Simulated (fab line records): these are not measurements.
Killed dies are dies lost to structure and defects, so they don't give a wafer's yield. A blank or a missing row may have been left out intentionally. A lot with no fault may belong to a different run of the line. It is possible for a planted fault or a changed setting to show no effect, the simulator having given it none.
Struck lot and sound lot, side by side :: flow gf180mcu :: 15 out of 602 route steps
Sound: the wafers L492.1, L492.2, L492.6. Wafers struck: L499.1, L499.2, L499.6. The cause is given at the end.
For every step that has rows: the tool of each side, followed by ch and its chambers, followed by its first start. Under that, the readings that differ: sound wafers :: struck wafers :: difference of the means :: sigmas: that difference in standard deviations of wafers without a fault.
alike: words and numbers the same on both sides, and readings whose means are apart by under 2 such deviations; not compared: readings that were withheld, readings missing a value for some wafer, numbers with overlapping values and no deviation given by the record, and bounds like >300 which may hide the same value.
A row with sigmas, a row that says differs or no value, or rows on one side alone: a step with any of these is where the two part. When numbers do not overlap yet have no deviation, they are printed without sigmas and do not part them. Lack of a reading on every wafer of one side parts them only where that side has two or more wafers.

GF_V3_CD_MEAS_14 targets a cd of 260 nm.
  struck on cdSem-01, day 27 04:19; sound on cdSem-01, day 24 20:41
  alike: cdNm
GF_V3_OVL_MEAS_15:
  struck on overlay-01, day 27 04:26; sound on overlay-01, day 24 20:48
  alike: V3_OVL
GF_V3_ETCH_16: etches BARC in N2/H2.
  sound on rieDiel-04 ch 0,1, day 24 20:50; struck on rieDiel-04 ch 0,1,3, day 27 04:29
  alike: drypumpMotorCurrentA, oesProductAu, throttleValvePct
GF_V3_ETCH_17: etches SiO2 in C4F8/O2/Ar, stops on TiN, target depth 635 nm.
  sound: rieDiel-04 ch 0,1; struck: rieDiel-04 ch 0,1,3
  alike: oesProductAu
GF_V3_STRIP_18: strips in O2/N2.
  sound on plasmaAsher-04 ch 0,1, day 24 20:58; struck on plasmaAsher-02 ch 0,1, day 27 04:37
  alike: drypumpMotorCurrentA, heaterPowerW, oesProductAu
  not compared: rfHoursCounterH
then, 3 steps without rows for these wafers: GF_V3_STRIP_19 (strips in post etch residue remover, time 1200 s); GF_V3_CLEAN_20 (cleans in DIW); GF_V3_SPUTTER_21 (material Ti, target thk 15 nm, time 80.02 s).
GF_V3_SPUTTER_22: material TiN, target thk 10 nm, time 40 s.
  struck on pvdSputter-04, day 27 05:14; sound on pvdSputter-04, day 24 21:34
  alike: throttleValvePct
then, 1 step without rows for these wafers: GF_V3_CVD_23 (deposits W, target thk 350 nm, time 104.9 s).
GF_V3_RS_MEAS_24: a four-point-probe measurement.
  struck on filmMetro-01, day 27 05:23; sound on filmMetro-03, day 24 21:43
  alike: V3_W_RS
GF_V3_THK_MEAS_25: measures by xrf.
  struck on filmMetro-01, day 27 05:31; sound on filmMetro-03, day 24 21:50
  alike: V3_W_THK
GF_V3_CMP_26: polishes, stops on SiO2, t overpolish 15 s, target thk 0 nm.
  sound on cmp-02 ch 1,2,3, day 24 21:53; struck on cmp-02 ch 0,2,3, day 27 05:37
reading: timeToEndpointS (s)
sound: 80 80 75
struck: 40 50 43
difference: -34
sigmas: -7
  alike: motorCurrentA, overpolishRunS
GF_M4_SPUTTER_00: material Ti, target thk 37.5 nm, time 150 s.
  struck on pvdSputter-02, day 27 05:52; sound on pvdSputter-02, day 24 22:11
  alike: throttleValvePct
-- the record jumps here: 6 days lie between the struck wafers' starts before and after (it left off in module M4 and takes up again in module PASSIVATION, whose first step shown is number 602 of the route) --
GF_PASSIVATION_PROBE_99:
  the record has rows for the struck wafers here (prober-01, day 33 00:32) and none for the sound ones

WHERE THEY PART
First at GF_V3_CMP_26; last, within this record, at GF_PASSIVATION_PROBE_99.

WHY: what the simulator had put in
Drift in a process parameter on cmp-02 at GF_V3_CMP_26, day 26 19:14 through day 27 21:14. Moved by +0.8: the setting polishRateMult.
